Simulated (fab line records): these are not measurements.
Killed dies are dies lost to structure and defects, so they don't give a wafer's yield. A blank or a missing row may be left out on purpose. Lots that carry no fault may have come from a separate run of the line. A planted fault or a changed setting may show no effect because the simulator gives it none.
The tool behind it: which one?	flow sky130	36 wafers from 12 lots sampled at 5 of the route's 708 steps

WHAT EACH GAUGE READ, for each wafer
SKY_PWDE_TW_MEAS_10.
lot	measured	on	PWDE_TW
L997	day 3 23:41	film metro-03	371.5 374.0 373.7
L999	day 4 08:44	film metro-02	367.1 365.8 368.2
L998	day 4 09:04	film metro-04	373.5 373.1 372.6
L101	day 4 16:53	film metro-03	374.3 374.9 372.8
L104	day 5 15:42	film metro-02	368.1 367.7 368.7
L105	day 6 01:30	film metro-02	369.0 368.3 367.9
L108	day 6 12:36	film metro-04	374.1 374.1 373.3
L109	day 6 17:01	film metro-02	369.3 369.3 368.7
L110	day 6 22:24	film metro-04	374.7 372.6 375.0
L111	day 7 06:28	film metro-03	371.1 370.8 370.2
L119	day 9 02:29	film metro-02	369.6 370.8 368.6
L120	day 9 07:53	film metro-03	374.1 372.8 372.0

SKY_VT_ADJUST_HVTP_TW_MEAS_11.
lot	measured	on	VT_ADJUST_HVTP_TW
L997	day 6 06:01	film metro-01	1377 1379 1377
L999	day 6 16:02	film metro-04	1359 1363 1364
L998	day 6 17:46	film metro-03	1349 1354 1350
L101	day 7 02:20	film metro-01	1377 1372 1376
L104	day 8 03:07	film metro-03	1348 1347 1340
L105	day 8 13:58	film metro-04	1360 1345 1349
L108	day 9 01:45	film metro-03	971 970 968
L109	day 9 06:58	film metro-04	1351 1361 1352
L110	day 9 12:31	film metro-03	975 975 981
L111	day 9 22:49	film metro-01	1386 1382 1377
L119	day 11 23:16	film metro-04	1347 1352 1353
L120	day 12 03:55	film metro-01	1374 1371 1371

WHAT TOOL EACH LOT RAN ON (gives the tool, then ch and the chambers of the sampled wafers, and finally the start)
lot	SKY_PWDE_STRIP_09	SKY_VT_ADJUST_HVTP_IMPLANT_09	SKY_VT_ADJUST_HVTP_STRIP_10
L997	plasma asher-03 ch 0,1, day 3 23:35	implanter-02 ch 0, day 6 05:49	plasma asher-04 ch 0,1, day 6 05:55
L999	plasma asher-01 ch 0, day 4 08:38	implanter-02 ch 0, day 6 15:47	plasma asher-02 ch 0,1, day 6 15:56
L998	plasma asher-03 ch 0,1, day 4 08:58	implanter-02 ch 0, day 6 17:32	plasma asher-03 ch 0,1, day 6 17:40
L101	plasma asher-03 ch 0, day 4 16:46	implanter-02 ch 0, day 7 02:06	plasma asher-03 ch 1, day 7 02:13
L104	plasma asher-01 ch 0,1, day 5 15:36	implanter-03 ch 0, day 8 02:55	plasma asher-04 ch 0,1, day 8 03:01
L105	plasma asher-03 ch 0,1, day 6 01:23	implanter-03 ch 0, day 8 13:44	plasma asher-02 ch 0,1, day 8 13:52
L108	plasma asher-02 ch 0, day 6 12:29	implanter-03 ch 0, day 9 01:31	plasma asher-02 ch 0,1, day 9 01:38
L109	plasma asher-02 ch 0,1, day 6 16:55	implanter-04 ch 0, day 9 06:43	plasma asher-02 ch 0,1, day 9 06:52
L110	plasma asher-02 ch 0,1, day 6 22:17	implanter-03 ch 0, day 9 12:17	plasma asher-03 ch 0,1, day 9 12:25
L111	plasma asher-03 ch 0,1, day 7 06:22	implanter-02 ch 0, day 9 22:34	plasma asher-02 ch 0,1, day 9 22:43
L119	plasma asher-03 ch 1, day 9 02:23	implanter-02 ch 0, day 11 23:01	plasma asher-02 ch 0,1, day 11 23:10
L120	plasma asher-01 ch 0,1, day 9 07:47	implanter-02 ch 0, day 12 03:40	plasma asher-04 ch 0,1, day 12 03:49
- SKY_PWDE_STRIP_09: strips in O2/N2.
- SKY_VT_ADJUST_HVTP_IMPLANT_09
- SKY_VT_ADJUST_HVTP_STRIP_10: strips in O2/N2.

WHAT THE TOOLS THEMSELVES READ (means of the sampled wafers that have a number; where no wafer has one, the mark that the record gives instead)
SKY_PWDE_STRIP_09.
lot	tool	drypump motor current A (A)	o2 flow sccm (sccm)	oes product au (a.u.)	strip time to endpoint s (s)
L997	plasma asher-03	5.6	3004	0.724	36.92
L999	plasma asher-01	5.6	3007	0.723	36.73
L998	plasma asher-03	5.6	3003	0.723	36.86
L101	plasma asher-03	5.5	2992	0.720	36.89
L104	plasma asher-01	5.5	2994	0.724	37.04
L105	plasma asher-03	5.6	3006	0.722	36.96
L108	plasma asher-02	5.8	3000	0.724	36.79
L109	plasma asher-02	5.1	3000	0.721	36.84
L110	plasma asher-02	5.4	2993	0.723	36.90
L111	plasma asher-03	5.6	3010	0.724	36.94
L119	plasma asher-03	5.6	3007	0.724	37.00
L120	plasma asher-01	5.5	2994	0.722	36.99

SKY_VT_ADJUST_HVTP_IMPLANT_09.
lot	tool	dose ions cm2	faraday current uA
L997	implanter-02	4.298e+12	24.0
L999	implanter-02	4.303e+12	23.8
L998	implanter-02	4.299e+12	24.0
L101	implanter-02	4.302e+12	24.5
L104	implanter-03	4.301e+12	24.8
L105	implanter-03	4.298e+12	24.3
L108	implanter-03	1.545e+12	8.7
L109	implanter-04	4.299e+12	24.0
L110	implanter-03	1.537e+12	8.6
L111	implanter-02	4.300e+12	24.2
L119	implanter-02	4.300e+12	24.3
L120	implanter-02	4.295e+12	23.8

SKY_VT_ADJUST_HVTP_STRIP_10.
lot	tool	drypump motor current A (A)	o2 flow sccm (sccm)	oes product au (a.u.)	strip time to endpoint s (s)
L997	plasma asher-04	5.7	3006	0.716	14.18
L999	plasma asher-02	5.5	3003	0.715	14.21
L998	plasma asher-03	5.6	3000	0.714	14.17
L101	plasma asher-03	5.6	3007	0.720	14.21
L104	plasma asher-04	5.7	3004	0.715	14.19
L105	plasma asher-02	5.4	2995	0.714	14.21
L108	plasma asher-02	5.4	3004	0.718	14.15
L109	plasma asher-02	5.5	2998	0.715	14.20
L110	plasma asher-03	5.6	2996	0.712	14.22
L111	plasma asher-02	5.5	3005	0.711	14.22
L119	plasma asher-02	5.1	3013	0.717	14.17
L120	plasma asher-04	5.5	3002	0.712	14.18

THE ANSWER, worked out from the rows above alone
Rule: the lots themselves supply what counts as usual. The widest of any qualifying gaps counts: lots, ordered by their means at a reading, are off when they make up no more than a third of the lots, leave a main group of 4 or more, and stand apart from it by 3 or more times the standard deviation of that group's means. A main group whose means are all the same, to the digits that the tables above print for the reading, isn't used. A lot without any number at a reading at which 4 lots or more have one is off too. All remaining lots with rows at the step are treated as sound. First the gauges in route order, then the tools' own readings, where a lot's mean is used as printed above. The first step at which some lot is off is used, and at that step the reading that is off furthest; a lot without a number counts as furthest.
Off: at SKY_VT_ADJUST_HVTP_TW_MEAS_11 (VT_ADJUST_HVTP_TW), L108, L110. Mean 1362 and standard deviation 13 in the main group.
If a tool, at a process step before that reading, ran all the lots that are off and no sound lot after the first of them, it fits. The gauges at SKY_VT_ADJUST_HVTP_TW_MEAS_11 aren't tried: what is off there is off at SKY_VT_ADJUST_HVTP_IMPLANT_09 too, on other tools, and a gauge's error can't cause that. One fits: SKY_VT_ADJUST_HVTP_IMPLANT_09 on implanter-03. A fault onset in the window from L105 (day 8 13:44, its last sound lot) to L108 (day 9 01:31, its first lot off) fits.
The tool's own readings at SKY_VT_ADJUST_HVTP_IMPLANT_09 bear it out: on the lots that are off they differ by more than 5 times the standard deviation of the sound lots' means. dose ions cm2 reads 1.541e+12 there against 4.300e+12 on the sound lots; faraday current uA reads 8.6 there against 24.2 on the sound lots.

WHAT HAD BEEN PUT IN BY THE SIMULATOR
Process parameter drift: implanter-03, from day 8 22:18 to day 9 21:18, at SKY_VT_ADJUST_HVTP_IMPLANT_09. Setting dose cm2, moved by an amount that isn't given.
Shown lots that were struck: L108, L110. The same result came from the rule above.
